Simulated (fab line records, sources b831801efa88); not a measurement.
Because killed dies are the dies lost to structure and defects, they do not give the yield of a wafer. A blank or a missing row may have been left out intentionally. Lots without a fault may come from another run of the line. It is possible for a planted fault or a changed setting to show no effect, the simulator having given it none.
One fault seen from 2 desks | flow gf180mcu | each desk holds nothing but its own numbers, with what lay behind them at the end

## AT THE METROLOGY DESK
What the gauges read for every lot (on any tool): the sampled wafers with a number, averaged. The brackets show how far a lot's mean lies from the usual mean; more than 4 standard deviations puts the lot out of limits, marked OUT.
Columns: A = cd-nm at GF_V1_CD_MEAS_14, usual 260.1 nm; B = V1_OVL at GF_V1_OVL_MEAS_15, usual 3 nm; C = V1_W_RS at GF_V1_RS_MEAS_24, usual 0.328 ohm/sq
lot  | first seen here | A     | B  | C
L514 | day 18 00:25    | 259.4 | 4  | 0.324
L519 | day 20 02:08    | 260.5 | 3  | 0.331
L518 | day 20 03:05    | 261.6 | 4  | 0.333
L520 | day 20 18:20    | 262.6 | 10 | 0.330
L530 | day 23 18:36    | 260.5 | 9  | 0.327
L533 | day 24 22:55    | 257.6 | -1 | 0.331
Finding of this desk: none of the 6 lots has anything out of limits.

## THE TOOL OWNER'S DESK: cvd-w-02
The tool's own readings at GF_V1_CVD_23 (deposits W, target thk 350 nm, time 105.05 s): means of the sampled wafers that have a number, for each lot that ran on this tool. The brackets show how far a lot's mean lies from the usual mean; more than 4 standard deviations puts the lot out of limits, marked OUT.
Columns: A = chamber-pressure-Torr at GF_V1_CVD_23, usual 40.00 Torr; B = heater-power-w at GF_V1_CVD_23, usual 980 W
lot  | first seen here | A               | B
L514 | day 18 01:20    | 39.93           | 888
L519 | day 20 03:05    | 38.48 (-16) OUT | 899
L518 | day 20 04:00    | 38.33 (-17) OUT | 872
L530 | day 23 19:33    | 39.90           | 876
L533 | day 24 23:50    | 40.01           | 892
This desk finds L518, L519 out of limits, L519 being first, at day 20 03:05 (chamber-pressure-Torr at GF_V1_CVD_23). Within limits: L514, L530, L533.

## BROUGHT TOGETHER
At day 20 03:05, on L518, L519, the tool owner's desk was in a position to raise an alarm.
Metrology desk: nothing out of limits seen.
The metrology desk has L518, L519 on record, within its limits.
The lots listed all ran GF_V1_CVD_23 on cvd-w-02.

## WHAT THE SIMULATOR HAD INSERTED
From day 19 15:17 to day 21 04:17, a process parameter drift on cvd-w-02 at GF_V1_CVD_23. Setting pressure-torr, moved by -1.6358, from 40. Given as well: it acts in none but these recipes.
Shown lots that were struck: L518, L519.
Each desk's first reading out of limits, in hours after the fault started: the tool owner's desk, 12.
